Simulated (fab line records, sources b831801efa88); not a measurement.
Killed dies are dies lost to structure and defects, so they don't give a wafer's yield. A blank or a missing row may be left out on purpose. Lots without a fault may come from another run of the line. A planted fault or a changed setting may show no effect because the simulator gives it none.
fab line records | flow sky130
record lots=5 wafers=15 last_day=50
route steps=708 shown LDD_HVN@268 LDD_HVP@278 LDD_LDN@289
lots that met no fault: from a run of the same line without faults
start_h: hours from the record's first day to the start of the lot's first wafer shown | wait_h: hours since the lot's step before | " the same as in the row above | L1.1+2: a row that stands for several wafers | - no value, or no start given | * or withheld: withheld | < > ~ a bound
route shown NAME@n: a module of which the file shows steps, and the number in the route of the first | usual: mean/standard deviation of fault-free wafers | same: alike in all rows | chamber/n: place in a boat | sites: the reading at each site | _std_site: their standard deviation | _edge_site: outer sites' mean less inner sites' | radius_mm: how far each site lies from the wafer's centre | mask NAME#n: copy n | behind: the tool/chamber that last shaped the wafer | hold: why the lot was held/for how many hours/how that ended | device: the transistor (n, p or np) that didn't switch | end of line: the same wafers' tests at the end of the route | a step without rows: its recipe alone | killed: dies lost to structure and defects at the first sort, not the wafer's yield | map: a wafer's dies, x killed, . not, _ none there
set.NAME: the setting as run; set.NAME@STEP: as run at that earlier step | model.NAME: the simulator's own value behind a step, which no gauge read
lots at some steps of the route; a table a step, a row a wafer
services: from which hour (start_h, from the record's first day; less than 0 if before it) a tool's chamber was out of use, for how many hours, and why
## steps
# step SKY_LDD_HVN_HMDS_01
# recipe prime_time_s=60 prime_temp_c=120
# usual chill_plate_temp_C=23.04/0.11
# columns lot.wafer tool chamber start_h wait_h chill_plate_temp_C
L081.1 litho_track-04 0 510.08 0.1 22.94
L081.4 " 0 " " 23.09
L081.6 " 0 " " 23.06
L087.2 litho_track-04 0 568.05 0.1 23.05
L087.5 " 0 " " 23.00
L087.6 " 0 " " 23.17
L089.2 litho_track-01 0 575.70 0.1 23.01
L089.5 " 0 " " 22.92
L089.6 " 0 " " 23.10
L093.1 litho_track-03 0 613.64 0.1 22.89
L093.2 " 0 " " 22.91
L093.6 " 0 " " 23.02
L097.2 litho_track-04 0 639.65 0.1 23.08
L097.4 " 0 " " 23.07
L097.5 " 0 " " 23.08
# step SKY_LDD_HVN_COAT_02
# recipe resist=NOVOLAK spin_rpm=3000 resist_thk_nm=300
# usual chill_plate_temp_C=23.02/0.097
# columns lot.wafer tool chamber start_h wait_h chill_plate_temp_C
L081.1 litho_track-04 0 510.23 0.1 23.04
L081.4 " 0 " " 22.94
L081.6 " 0 " " 23.09
L087.2 litho_track-04 0 568.20 0.1 23.07
L087.5 " 0 " " 23.03
L087.6 " 0 " " 23.20
L089.2 litho_track-01 0 575.85 0.1 23.03
L089.5 " 0 " " 23.03
L089.6 " 0 " " 22.92
L093.1 litho_track-03 0 613.79 0.1 22.80
L093.2 " 0 " " 22.87
L093.6 " 0 " " 22.88
L097.2 litho_track-04 0 639.80 0.1 23.18
L097.4 " 0 " " 23.24
L097.5 " 0 " " 23.10
# step SKY_LDD_HVN_SOFTBAKE_03
# recipe temp_c=90 time_s=60 resist=NOVOLAK
# usual chill_plate_temp_C=22.99/0.12
# columns lot.wafer tool chamber start_h wait_h chill_plate_temp_C
L081.1 litho_track-04 0 510.38 0.1 23.07
L081.4 " 0 " " 23.08
L081.6 " 0 " " 23.03
L087.2 litho_track-04 0 568.35 0.1 22.86
L087.5 " 0 " " 23.03
L087.6 " 0 " " 23.19
L089.2 litho_track-01 0 576.00 0.1 23.10
L089.5 " 0 " " 22.97
L089.6 " 0 " " 22.84
L093.1 litho_track-03 0 613.94 0.1 22.89
L093.2 " 0 " " 22.93
L093.6 " 0 " " 22.85
L097.2 litho_track-04 0 639.95 0.1 22.90
L097.4 " 0 " " 23.08
L097.5 " 0 " " 22.88
# step SKY_LDD_HVN_EXPOSE_04
# recipe mask_id=HVNTM na=0.6 source_shape=conventional sigma_outer=0.6 polarization=unpolarized target_cd_nm=700 dose_mj=127
# usual focus_offset_nm=0.2/0.49 reticle_temp_C=23.00/0.11
# columns lot.wafer tool chamber start_h wait_h mask focus_offset_nm reticle_temp_C
L081.1 iline_stepper-02 0 - - HVNTM#0 0.0 23.28
L081.4 " 0 " " HVNTM#0 0.3 23.01
L081.6 " 0 " " HVNTM#0 -0.3 22.97
L087.2 iline_stepper-02 0 - - HVNTM#0 -0.5 22.98
L087.5 " 0 " " HVNTM#0 -0.4 23.02
L087.6 " 0 " " HVNTM#0 0.2 22.89
L089.2 iline_stepper-02 0 - - HVNTM#0 -0.5 23.25
L089.5 " 0 " " HVNTM#0 0.2 23.06
L089.6 " 0 " " HVNTM#0 -0.2 23.11
L093.1 iline_stepper-01 0 - - HVNTM#0 0.3 22.89
L093.2 " 0 " " HVNTM#0 0.4 23.08
L093.6 " 0 " " HVNTM#0 0.4 23.19
L097.2 iline_stepper-01 0 - - HVNTM#0 0.8 23.04
L097.4 " 0 " " HVNTM#0 -0.1 22.81
L097.5 " 0 " " HVNTM#0 0.2 22.97
# step SKY_LDD_HVN_PEB_05
# recipe temp_c=withheld time_s=* resist=NOVOLAK
# usual chill_plate_temp_C=*
# columns lot.wafer tool chamber start_h wait_h chill_plate_temp_C
L081.1 litho_track-03 0 - - *
L081.4 " 0 " " *
L081.6 " 0 " " *
L087.2 litho_track-01 0 - - *
L087.5 " 0 " " *
L087.6 " 0 " " *
L089.2 litho_track-04 0 - - *
L089.5 " 0 " " *
L089.6 " 0 " " *
L093.1 litho_track-03 0 - - *
L093.2 " 0 " " *
L093.6 " 0 " " *
L097.2 litho_track-04 0 - - *
L097.4 " 0 " " *
L097.5 " 0 " " *
# step SKY_LDD_HVN_DEVELOP_06
# recipe resist=NOVOLAK developer=TMAH develop_time_s=60 dev_temp_c=23
# usual chill_plate_temp_C=23.00/0.11
# columns lot.wafer tool chamber start_h wait_h chill_plate_temp_C
L081.1 litho_track-03 0 525.34 0.1 23.01
L081.4 " 0 " " 23.05
L081.6 " 0 " " 23.11
L087.2 litho_track-01 0 583.30 0.1 22.94
L087.5 " 0 " " 22.95
L087.6 " 0 " " 22.90
L089.2 litho_track-04 0 591.05 0.1 23.15
L089.5 " 0 " " 22.98
L089.6 " 0 " " 23.00
L093.1 litho_track-03 0 628.14 0.1 22.84
L093.2 " 0 " " 22.91
L093.6 " 0 " " 22.93
L097.2 litho_track-04 0 654.40 0.1 22.99
L097.4 " 0 " " 22.98
L097.5 " 0 " " 22.94
# step SKY_LDD_HVN_OVL_MEAS_07
# usual LDD_HVN_OVL=0.4/1.5
# columns lot.wafer tool chamber start_h wait_h LDD_HVN_OVL[nm]
L081.1 overlay-01 - 525.49 0.1 1.9
L081.4 " - " " 2.5
L081.6 " - " " 1.4
L087.2 overlay-02 - 583.43 0.1 0.0
L087.5 " - " " 0.1
L087.6 " - " " -0.9
L089.2 overlay-02 - 591.18 0.1 -2.3
L089.5 " - " " -1.9
L089.6 " - " " -0.5
L093.1 overlay-02 - 628.29 0.1 2.6
L093.2 " - " " 0.6
L093.6 " - " " 1.5
L097.2 overlay-02 - 654.53 0.1 -1.6
L097.4 " - " " -0.8
L097.5 " - " " -0.7
# step SKY_LDD_HVN_IMPLANT_08
# recipe species=P energy_kev=60 dose_cm2=3e+13 tilt_deg=40
# usual faraday_current_uA=169/3.5
# same implant_ion_amu=31
# columns lot.wafer tool chamber start_h wait_h faraday_current_uA
L081.1 implanter-03 0 525.52 0.0 163
L081.4 " 0 " " 166
L081.6 " 0 " " 173
L087.2 implanter-02 0 583.48 0.0 169
L087.5 " 0 " " 166
L087.6 " 0 " " 170
L089.2 implanter-03 0 591.24 0.0 164
L089.5 " 0 " " 170
L089.6 " 0 " " 169
L093.1 implanter-03 0 628.32 0.0 167
L093.2 " 0 " " 170
L093.6 " 0 " " 172
L097.2 implanter-02 0 654.59 0.0 175
L097.4 " 0 " " 169
L097.5 " 0 " " 168
# step SKY_LDD_HVN_STRIP_09
# recipe chemistry=O2/N2 power_w=1400 pressure_mtorr=1500 platen_temp_c=withheld o2_flow_sccm=3000 n2_flow_sccm=300 overash_fraction=0.5
# usual drypump_motor_current_A=5.92/0.28 oes_product_au=0.408/0.0049 strip_time_to_endpoint_s=4.124/0.014
# columns lot.wafer tool chamber start_h wait_h drypump_motor_current_A oes_product_au rf_hours_counter_h strip_time_to_endpoint_s
L081.1 plasma_asher-03 1 525.67 0.1 5.49 0.409 9 4.146
L081.4 " 0 " " 6.12 0.410 - 4.134
L081.6 " 0 " " 6.13 0.401 - 4.135
L087.2 plasma_asher-03 1 583.61 0.1 5.51 0.406 15 4.107
L087.5 " 1 " " 5.50 0.411 - 4.091
L087.6 " 0 " " 6.14 0.406 - 4.122
L089.2 plasma_asher-02 0 591.36 0.1 6.00 0.409 92 4.115
L089.5 " 0 " " 6.02 0.414 - 4.124
L089.6 " 1 " " 6.25 0.400 - 4.100
L093.1 plasma_asher-03 1 628.47 0.1 5.50 0.406 20 4.082
L093.2 " 0 " " 6.18 0.412 20 4.124
L093.6 " 1 " " 5.52 0.400 - 4.104
L097.2 plasma_asher-02 1 654.71 0.1 6.25 0.402 98 4.101
L097.4 " 0 " " 6.00 0.415 - 4.112
L097.5 " 1 " " 6.25 0.399 - 4.131
# step SKY_LDD_HVN_TW_MEAS_10
# usual LDD_HVN_TW=1439/15
# columns lot.wafer tool chamber start_h wait_h LDD_HVN_TW
L081.1 film_metro-04 - 525.77 0.1 1449
L081.4 " - " " 1442
L081.6 " - " " 1444
L087.2 film_metro-02 - 583.72 0.1 1429
L087.5 " - " " 1423
L087.6 " - " " 1422
L089.2 film_metro-03 - 591.47 0.1 1454
L089.5 " - " " 1444
L089.6 " - " " 1452
L093.1 film_metro-04 - 628.57 0.1 1454
L093.2 " - " " 1450
L093.6 " - " " 1450
L097.2 film_metro-02 - 654.82 0.1 1423
L097.4 " - " " 1415
L097.5 " - " " 1409
# step SKY_LDD_HVP_DEHYDRATE_00
# recipe temp_c=200 time_s=60
# usual chill_plate_temp_C=22.97/0.1
# columns lot.wafer tool chamber start_h wait_h chill_plate_temp_C
L081.1 litho_track-03 0 540.19 14.4 22.92
L081.4 " 0 " " 22.91
L081.6 " 0 " " 23.04
L087.2 litho_track-02 0 598.08 14.4 22.92
L087.5 " 0 " " 22.95
L087.6 " 0 " " 23.09
L089.2 litho_track-03 0 605.41 13.9 23.13
L089.5 " 0 " " 23.03
L089.6 " 0 " " 23.00
L093.1 litho_track-04 0 642.08 13.5 23.00
L093.2 " 0 " " 22.94
L093.6 " 0 " " 23.07
L097.2 litho_track-03 0 668.36 13.5 22.90
L097.4 " 0 " " 22.76
L097.5 " 0 " " 22.81
# step SKY_LDD_HVP_HMDS_01
# recipe prime_time_s=60 prime_temp_c=120
# usual chill_plate_temp_C=22.96/0.12
# columns lot.wafer tool chamber start_h wait_h chill_plate_temp_C
L081.1 litho_track-03 0 540.34 0.1 23.01
L081.4 " 0 " " 22.95
L081.6 " 0 " " 23.01
L087.2 litho_track-02 0 598.23 0.1 23.04
L087.5 " 0 " " 23.03
L087.6 " 0 " " 23.02
L089.2 litho_track-03 0 605.56 0.1 23.11
L089.5 " 0 " " 22.99
L089.6 " 0 " " 23.01
L093.1 litho_track-04 0 642.23 0.1 22.84
L093.2 " 0 " " 22.99
L093.6 " 0 " " 23.00
L097.2 litho_track-03 0 668.51 0.1 22.97
L097.4 " 0 " " 22.81
L097.5 " 0 " " 22.93
# step SKY_LDD_HVP_COAT_02
# recipe resist=NOVOLAK spin_rpm=3000 resist_thk_nm=300
# usual chill_plate_temp_C=23.01/0.1
# columns lot.wafer tool chamber start_h wait_h chill_plate_temp_C
L081.1 litho_track-03 0 540.49 0.1 23.06
L081.4 " 0 " " 22.90
L081.6 " 0 " " 22.99
L087.2 litho_track-02 0 598.38 0.1 22.96
L087.5 " 0 " " 23.11
L087.6 " 0 " " 23.01
L089.2 litho_track-03 0 605.71 0.1 22.96
L089.5 " 0 " " 22.96
L089.6 " 0 " " 22.97
L093.1 litho_track-04 0 642.38 0.1 22.84
L093.2 " 0 " " 22.84
L093.6 " 0 " " 22.82
L097.2 litho_track-03 0 668.66 0.1 22.75
L097.4 " 0 " " 22.94
L097.5 " 0 " " 23.04
# step SKY_LDD_HVP_SOFTBAKE_03
# recipe temp_c=90 time_s=60 resist=NOVOLAK
# usual chill_plate_temp_C=23.00/0.11
# columns lot.wafer tool chamber start_h wait_h chill_plate_temp_C
L081.1 litho_track-03 0 540.64 0.1 22.82
L081.4 " 0 " " 23.04
L081.6 " 0 " " 23.02
L087.2 litho_track-02 0 598.53 0.1 22.98
L087.5 " 0 " " 22.86
L087.6 " 0 " " 23.18
L089.2 litho_track-03 0 605.86 0.1 23.12
L089.5 " 0 " " 23.13
L089.6 " 0 " " 23.03
L093.1 litho_track-04 0 642.53 0.1 22.81
L093.2 " 0 " " 22.88
L093.6 " 0 " " 22.86
L097.2 litho_track-03 0 668.81 0.1 23.13
L097.4 " 0 " " 23.03
L097.5 " 0 " " 22.97
# step SKY_LDD_HVP_EXPOSE_04
# recipe mask_id=HVPTM na=0.6 source_shape=conventional sigma_outer=0.6 polarization=unpolarized target_cd_nm=700 dose_mj=86
# usual focus_offset_nm=0.0/0.48 reticle_temp_C=22.99/0.097
# columns lot.wafer tool chamber start_h wait_h mask focus_offset_nm reticle_temp_C
L081.1 iline_stepper-01 0 - - HVPTM#0 0.0 22.99
L081.4 " 0 " " HVPTM#0 0.1 22.92
L081.6 " 0 " " HVPTM#0 0.4 23.01
L087.2 iline_stepper-01 0 - - HVPTM#0 -0.9 22.95
L087.5 " 0 " " HVPTM#0 -0.5 23.01
L087.6 " 0 " " HVPTM#0 -0.8 23.04
L089.2 iline_stepper-02 0 - - HVPTM#0 -0.1 22.99
L089.5 " 0 " " HVPTM#0 0.1 22.83
L089.6 " 0 " " HVPTM#0 -0.7 22.90
L093.1 iline_stepper-01 0 - - HVPTM#0 0.0 23.02
L093.2 " 0 " " HVPTM#0 0.0 22.80
L093.6 " 0 " " HVPTM#0 0.8 22.80
L097.2 iline_stepper-01 0 - - HVPTM#0 0.2 22.88
L097.4 " 0 " " HVPTM#0 0.4 22.98
L097.5 " 0 " " HVPTM#0 0.6 22.91
# step SKY_LDD_HVP_PEB_05
# recipe temp_c=withheld time_s=* resist=NOVOLAK
# usual chill_plate_temp_C=*
# columns lot.wafer tool chamber start_h wait_h chill_plate_temp_C
L081.1 litho_track-04 0 - - *
L081.4 " 0 " " *
L081.6 " 0 " " *
L087.2 litho_track-02 0 - - *
L087.5 " 0 " " *
L087.6 " 0 " " *
L089.2 litho_track-02 0 - - *
L089.5 " 0 " " *
L089.6 " 0 " " *
L093.1 litho_track-03 0 - - *
L093.2 " 0 " " *
L093.6 " 0 " " *
L097.2 litho_track-04 0 - - *
L097.4 " 0 " " *
L097.5 " 0 " " *
# step SKY_LDD_HVP_DEVELOP_06
# recipe resist=NOVOLAK developer=TMAH develop_time_s=60 dev_temp_c=23
# usual chill_plate_temp_C=22.97/0.11
# columns lot.wafer tool chamber start_h wait_h chill_plate_temp_C
L081.1 litho_track-04 0 555.48 0.1 22.86
L081.4 " 0 " " 22.87
L081.6 " 0 " " 22.76
L087.2 litho_track-02 0 613.18 0.1 22.91
L087.5 " 0 " " 22.90
L087.6 " 0 " " 22.92
L089.2 litho_track-02 0 620.23 0.1 23.02
L089.5 " 0 " " 22.99
L089.6 " 0 " " 23.05
L093.1 litho_track-03 0 656.79 0.1 23.08
L093.2 " 0 " " 23.03
L093.6 " 0 " " 23.06
L097.2 litho_track-04 0 682.70 0.1 23.02
L097.4 " 0 " " 22.80
L097.5 " 0 " " 22.91
# step SKY_LDD_HVP_OVL_MEAS_07
# usual LDD_HVP_OVL=-1.3/1.6
# columns lot.wafer tool chamber start_h wait_h LDD_HVP_OVL[nm]
L081.1 overlay-01 - 555.63 0.1 -0.3
L081.4 " - " " -2.2
L081.6 " - " " -0.5
L087.2 overlay-01 - 613.31 0.1 -1.0
L087.5 " - " " -3.2
L087.6 " - " " -3.7
L089.2 overlay-01 - 620.36 0.1 -0.8
L089.5 " - " " -2.5
L089.6 " - " " -0.5
L093.1 overlay-01 - 656.94 0.1 1.5
L093.2 " - " " 0.7
L093.6 " - " " -2.1
L097.2 overlay-02 - 682.83 0.1 -2.1
L097.4 " - " " -2.0
L097.5 " - " " -3.2
# step SKY_LDD_HVP_IMPLANT_08
# recipe species=B energy_kev=20 dose_cm2=1.7e+13 tilt_deg=17.9
# usual faraday_current_uA=95.7/1.9
# same implant_ion_amu=11
# columns lot.wafer tool chamber start_h wait_h faraday_current_uA
L081.1 implanter-04 0 555.66 0.0 95.5
L081.4 " 0 " " 96.4
L081.6 " 0 " " 93.0
L087.2 implanter-03 0 613.37 0.0 94.1
L087.5 " 0 " " 94.4
L087.6 " 0 " " 95.7
L089.2 implanter-03 0 620.42 0.0 93.2
L089.5 " 0 " " 97.2
L089.6 " 0 " " 96.9
L093.1 implanter-03 0 656.97 0.0 95.1
L093.2 " 0 " " 95.9
L093.6 " 0 " " 96.6
L097.2 implanter-03 0 682.89 0.0 96.2
L097.4 " 0 " " 93.5
L097.5 " 0 " " 95.3
# step SKY_LDD_HVP_STRIP_09
# recipe chemistry=O2/N2 power_w=1400 pressure_mtorr=1500 platen_temp_c=withheld o2_flow_sccm=3000 n2_flow_sccm=300 overash_fraction=0.5
# usual drypump_motor_current_A=6.08/0.22 oes_product_au=0.408/0.0047 strip_time_to_endpoint_s=4.131/0.014
# columns lot.wafer tool chamber start_h wait_h drypump_motor_current_A oes_product_au rf_hours_counter_h strip_time_to_endpoint_s
L081.1 plasma_asher-02 0 555.81 0.1 5.95 0.408 88 4.129
L081.4 " 0 " " 5.97 0.403 - 4.116
L081.6 " 0 " " 5.98 0.407 - 4.137
L087.2 plasma_asher-03 1 613.49 0.1 5.52 0.411 18 4.132
L087.5 " 1 " " 5.53 0.409 - 4.138
L087.6 " 0 " " 6.14 0.409 - 4.130
L089.2 plasma_asher-02 0 620.54 0.1 6.01 0.402 94 4.141
L089.5 " 1 " " 6.24 0.412 - 4.148
L089.6 " 0 " " 6.00 0.410 - 4.130
L093.1 plasma_asher-02 0 657.12 0.1 5.98 0.415 98 4.155
L093.2 " 1 " " 6.24 0.399 98 4.153
L093.6 " 1 " " 6.24 0.405 - 4.154
L097.2 plasma_asher-01 0 683.01 0.1 6.15 0.415 83 4.133
L097.4 " 1 " " 6.23 0.408 - 4.112
L097.5 " 0 " " 6.15 0.401 - 4.141
# step SKY_LDD_HVP_TW_MEAS_10
# usual LDD_HVP_TW=458/3.9
# columns lot.wafer tool chamber start_h wait_h LDD_HVP_TW
L081.1 film_metro-04 - 555.91 0.1 458
L081.4 " - " " 457
L081.6 " - " " 458
L087.2 film_metro-03 - 613.60 0.1 459
L087.5 " - " " 459
L087.6 " - " " 464
L089.2 film_metro-04 - 620.65 0.1 460
L089.5 " - " " 461
L089.6 " - " " 460
L093.1 film_metro-03 - 657.22 0.1 461
L093.2 " - " " 462
L093.6 " - " " 463
L097.2 film_metro-04 - 683.12 0.1 460
L097.4 " - " " 460
L097.5 " - " " 458
# step SKY_LDD_LDN_DEHYDRATE_00
# recipe temp_c=200 time_s=60
# usual chill_plate_temp_C=23.01/0.1
# columns lot.wafer tool chamber start_h wait_h chill_plate_temp_C
L081.1 litho_track-03 0 569.79 13.9 23.11
L081.4 " 0 " " 22.97
L081.6 " 0 " " 23.12
L087.2 litho_track-02 0 627.38 13.8 23.12
L087.5 " 0 " " 23.10
L087.6 " 0 " " 22.94
L089.2 litho_track-03 0 634.21 13.5 22.95
L089.5 " 0 " " 22.98
L089.6 " 0 " " 23.05
L093.1 litho_track-02 0 671.01 13.8 23.08
L093.2 " 0 " " 23.06
L093.6 " 0 " " 23.23
L097.2 litho_track-01 0 696.50 13.4 23.13
L097.4 " 0 " " 23.00
L097.5 " 0 " " 22.79
# step SKY_LDD_LDN_HMDS_01
# recipe prime_time_s=60 prime_temp_c=120
# usual chill_plate_temp_C=22.98/0.11
# columns lot.wafer tool chamber start_h wait_h chill_plate_temp_C
L081.1 litho_track-03 0 569.94 0.1 22.99
L081.4 " 0 " " 23.05
L081.6 " 0 " " 23.01
L087.2 litho_track-02 0 627.53 0.1 23.03
L087.5 " 0 " " 23.12
L087.6 " 0 " " 22.98
L089.2 litho_track-03 0 634.36 0.1 23.00
L089.5 " 0 " " 22.83
L089.6 " 0 " " 23.16
L093.1 litho_track-02 0 671.16 0.1 22.91
L093.2 " 0 " " 22.94
L093.6 " 0 " " 22.83
L097.2 litho_track-01 0 696.65 0.1 23.13
L097.4 " 0 " " 23.21
L097.5 " 0 " " 23.26
# step SKY_LDD_LDN_COAT_02
# recipe resist=NOVOLAK spin_rpm=3000 resist_thk_nm=1140
# usual chill_plate_temp_C=22.98/0.1
# columns lot.wafer tool chamber start_h wait_h chill_plate_temp_C
L081.1 litho_track-03 0 570.09 0.1 22.99
L081.4 " 0 " " 23.05
L081.6 " 0 " " 23.17
L087.2 litho_track-02 0 627.68 0.1 22.85
L087.5 " 0 " " 22.88
L087.6 " 0 " " 23.00
L089.2 litho_track-03 0 634.51 0.1 22.85
L089.5 " 0 " " 22.98
L089.6 " 0 " " 22.89
L093.1 litho_track-02 0 671.31 0.1 23.03
L093.2 " 0 " " 23.02
L093.6 " 0 " " 23.07
L097.2 litho_track-01 0 696.80 0.1 22.90
L097.4 " 0 " " 22.97
L097.5 " 0 " " 22.87
# step SKY_LDD_LDN_SOFTBAKE_03
# recipe temp_c=90 time_s=60 resist=NOVOLAK
# usual chill_plate_temp_C=23.01/0.098
# columns lot.wafer tool chamber start_h wait_h chill_plate_temp_C
L081.1 litho_track-03 0 570.24 0.1 22.95
L081.4 " 0 " " 23.27
L081.6 " 0 " " 23.04
L087.2 litho_track-02 0 627.83 0.1 23.02
L087.5 " 0 " " 22.95
L087.6 " 0 " " 23.10
L089.2 litho_track-03 0 634.66 0.1 23.00
L089.5 " 0 " " 23.10
L089.6 " 0 " " 23.04
L093.1 litho_track-02 0 671.46 0.1 23.04
L093.2 " 0 " " 23.05
L093.6 " 0 " " 23.00
L097.2 litho_track-01 0 696.95 0.1 22.99
L097.4 " 0 " " 23.26
L097.5 " 0 " " 22.98
# step SKY_LDD_LDN_EXPOSE_04
# recipe mask_id=LDNTM na=0.6 source_shape=conventional sigma_outer=0.6 polarization=unpolarized target_cd_nm=700 dose_mj=140
# usual focus_offset_nm=0.0/0.56 reticle_temp_C=22.98/0.12
# columns lot.wafer tool chamber start_h wait_h mask focus_offset_nm reticle_temp_C
L081.1 iline_stepper-02 0 - - LDNTM#0 0.3 23.05
L081.4 " 0 " " LDNTM#0 -0.5 23.04
L081.6 " 0 " " LDNTM#0 0.1 23.00
L087.2 iline_stepper-01 0 - - LDNTM#0 -0.6 23.07
L087.5 " 0 " " LDNTM#0 0.1 23.00
L087.6 " 0 " " LDNTM#0 0.3 23.11
L089.2 iline_stepper-02 0 - - LDNTM#0 -0.8 23.09
L089.5 " 0 " " LDNTM#0 -0.7 23.04
L089.6 " 0 " " LDNTM#0 -0.3 23.12
L093.1 iline_stepper-01 0 - - LDNTM#0 -0.1 22.99
L093.2 " 0 " " LDNTM#0 0.3 23.04
L093.6 " 0 " " LDNTM#0 -0.1 23.07
L097.2 iline_stepper-02 0 - - LDNTM#0 -0.2 23.04
L097.4 " 0 " " LDNTM#0 -0.3 22.86
L097.5 " 0 " " LDNTM#0 -1.4 23.06
# step SKY_LDD_LDN_PEB_05
# recipe temp_c=withheld time_s=* resist=NOVOLAK
# usual chill_plate_temp_C=*
# columns lot.wafer tool chamber start_h wait_h chill_plate_temp_C
L081.1 litho_track-02 0 - - *
L081.4 " 0 " " *
L081.6 " 0 " " *
L087.2 litho_track-03 0 - - *
L087.5 " 0 " " *
L087.6 " 0 " " *
L089.2 litho_track-03 0 - - *
L089.5 " 0 " " *
L089.6 " 0 " " *
L093.1 litho_track-01 0 - - *
L093.2 " 0 " " *
L093.6 " 0 " " *
L097.2 litho_track-01 0 - - *
L097.4 " 0 " " *
L097.5 " 0 " " *
# step SKY_LDD_LDN_DEVELOP_06
# recipe resist=NOVOLAK developer=TMAH develop_time_s=60 dev_temp_c=23
# usual chill_plate_temp_C=22.99/0.12
# columns lot.wafer tool chamber start_h wait_h chill_plate_temp_C
L081.1 litho_track-02 0 584.86 0.1 22.92
L081.4 " 0 " " 22.83
L081.6 " 0 " " 22.99
L087.2 litho_track-03 0 641.76 0.1 22.95
L087.5 " 0 " " 23.06
L087.6 " 0 " " 23.06
L089.2 litho_track-03 0 648.81 0.1 22.97
L089.5 " 0 " " 22.89
L089.6 " 0 " " 22.85
L093.1 litho_track-01 0 684.97 0.1 22.96
L093.2 " 0 " " 22.91
L093.6 " 0 " " 22.91
L097.2 litho_track-01 0 710.75 0.1 22.96
L097.4 " 0 " " 22.89
L097.5 " 0 " " 22.86
# step SKY_LDD_LDN_OVL_MEAS_07
# usual LDD_LDN_OVL=0.0/1.7
# columns lot.wafer tool chamber start_h wait_h LDD_LDN_OVL[nm]
L081.1 overlay-01 - 585.01 0.1 -0.8
L081.4 " - " " 0.5
L081.6 " - " " 1.3
L087.2 overlay-02 - 641.89 0.1 1.4
L087.5 " - " " 1.1
L087.6 " - " " 0.5
L089.2 overlay-02 - 648.94 0.1 1.6
L089.5 " - " " 3.6
L089.6 " - " " 0.9
L093.1 overlay-02 - 685.12 0.1 -3.0
L093.2 " - " " -1.5
L093.6 " - " " -3.3
L097.2 overlay-02 - 710.88 0.1 -0.3
L097.4 " - " " 0.2
L097.5 " - " " 1.6
# step SKY_LDD_LDN_IMPLANT_08
# recipe species=As energy_kev=15 dose_cm2=1.25e+13 tilt_deg=withheld rotation_deg=23
# usual faraday_current_uA=70.3/1.4
# same implant_ion_amu=75
# columns lot.wafer tool chamber start_h wait_h faraday_current_uA
L081.1 implanter-02 0 585.04 0.0 71.6
L081.4 " 0 " " 70.6
L081.6 " 0 " " 67.9
L087.2 implanter-04 0 641.95 0.0 72.6
L087.5 " 0 " " 70.8
L087.6 " 0 " " 71.3
L089.2 implanter-01 0 649.00 0.0 69.7
L089.5 " 0 " " 73.3
L089.6 " 0 " " 74.0
L093.1 implanter-01 0 685.16 0.0 71.6
L093.2 " 0 " " 70.9
L093.6 " 0 " " 69.6
L097.2 implanter-02 0 710.93 0.0 68.6
L097.4 " 0 " " 69.9
L097.5 " 0 " " 68.9
# step SKY_LDD_LDN_IMPLANT_09
# recipe species=As energy_kev=15 dose_cm2=1.25e+13 tilt_deg=withheld rotation_deg=113
# usual faraday_current_uA=70.5/1.5
# same implant_ion_amu=75
# columns lot.wafer tool chamber start_h wait_h faraday_current_uA
L081.1 implanter-02 0 585.19 0.1 69.7
L081.4 " 0 " " 69.8
L081.6 " 0 " " 71.9
L087.2 implanter-04 0 642.10 0.1 67.2
L087.5 " 0 " " 70.1
L087.6 " 0 " " 70.0
L089.2 implanter-01 0 649.15 0.1 69.8
L089.5 " 0 " " 69.6
L089.6 " 0 " " 72.1
L093.1 implanter-01 0 685.31 0.1 67.7
L093.2 " 0 " " 70.5
L093.6 " 0 " " 69.7
L097.2 implanter-02 0 711.08 0.1 67.7
L097.4 " 0 " " 68.4
L097.5 " 0 " " 72.1
# step SKY_LDD_LDN_IMPLANT_10
# recipe species=As energy_kev=15 dose_cm2=1.25e+13 tilt_deg=withheld rotation_deg=203
# usual faraday_current_uA=70.4/1.4
# same implant_ion_amu=75
# columns lot.wafer tool chamber start_h wait_h faraday_current_uA
L081.1 implanter-02 0 585.34 0.1 70.7
L081.4 " 0 " " 69.5
L081.6 " 0 " " 72.2
L087.2 implanter-04 0 642.25 0.1 68.7
L087.5 " 0 " " 69.7
L087.6 " 0 " " 71.8
L089.2 implanter-01 0 649.30 0.1 69.4
L089.5 " 0 " " 70.7
L089.6 " 0 " " 69.2
L093.1 implanter-01 0 685.46 0.1 70.4
L093.2 " 0 " " 72.7
L093.6 " 0 " " 69.4
L097.2 implanter-02 0 711.23 0.1 71.7
L097.4 " 0 " " 68.9
L097.5 " 0 " " 70.8
# step SKY_LDD_LDN_IMPLANT_11
# recipe species=As energy_kev=15 dose_cm2=1.25e+13 tilt_deg=withheld rotation_deg=293
# usual faraday_current_uA=70.4/1.4
# same implant_ion_amu=75
# columns lot.wafer tool chamber start_h wait_h faraday_current_uA
L081.1 implanter-02 0 585.49 0.1 69.8
L081.4 " 0 " " 71.3
L081.6 " 0 " " 68.3
L087.2 implanter-04 0 642.40 0.1 68.4
L087.5 " 0 " " 71.4
L087.6 " 0 " " 68.0
L089.2 implanter-01 0 649.45 0.1 70.7
L089.5 " 0 " " 69.5
L089.6 " 0 " " 69.3
L093.1 implanter-01 0 685.61 0.1 71.1
L093.2 " 0 " " 72.7
L093.6 " 0 " " 71.7
L097.2 implanter-02 0 711.38 0.1 70.1
L097.4 " 0 " " 72.6
L097.5 " 0 " " 69.2
## services
# columns tool chamber start_h hours kind
plasma_asher-01 - 487.68 2.8 pm
implanter-01 - 489.27 3.1 pm
implanter-01 - 498.13 1.1 repair
iline_stepper-02 - 500.00 2.1 pm
iline_stepper-02 - 502.08 - consumable_replace:lamp
plasma_asher-02 - 506.91 13.5 repair
plasma_asher-01 - 507.33 1.5 repair
plasma_asher-03 - 510.19 4.3 repair
iline_stepper-01 - 542.93 19.4 repair
iline_stepper-01 0 554.09 - calibration
iline_stepper-01 - 562.36 1.7 pm
plasma_asher-02 - 583.73 2.8 pm
implanter-04 - 591.47 3.6 repair
implanter-04 - 596.38 0.8 repair
litho_track-03 - 601.63 - consumable_replace:filter
implanter-01 - 614.78 2.6 repair
implanter-02 - 622.43 4.0 pm
iline_stepper-02 0 631.72 - calibration
implanter-02 - 643.50 1.8 repair
iline_stepper-02 - 654.34 1.7 pm
implanter-01 - 673.60 2.6 repair
plasma_asher-03 - 679.66 13.8 repair
plasma_asher-03 - 690.06 6.2 repair
## key
fault none
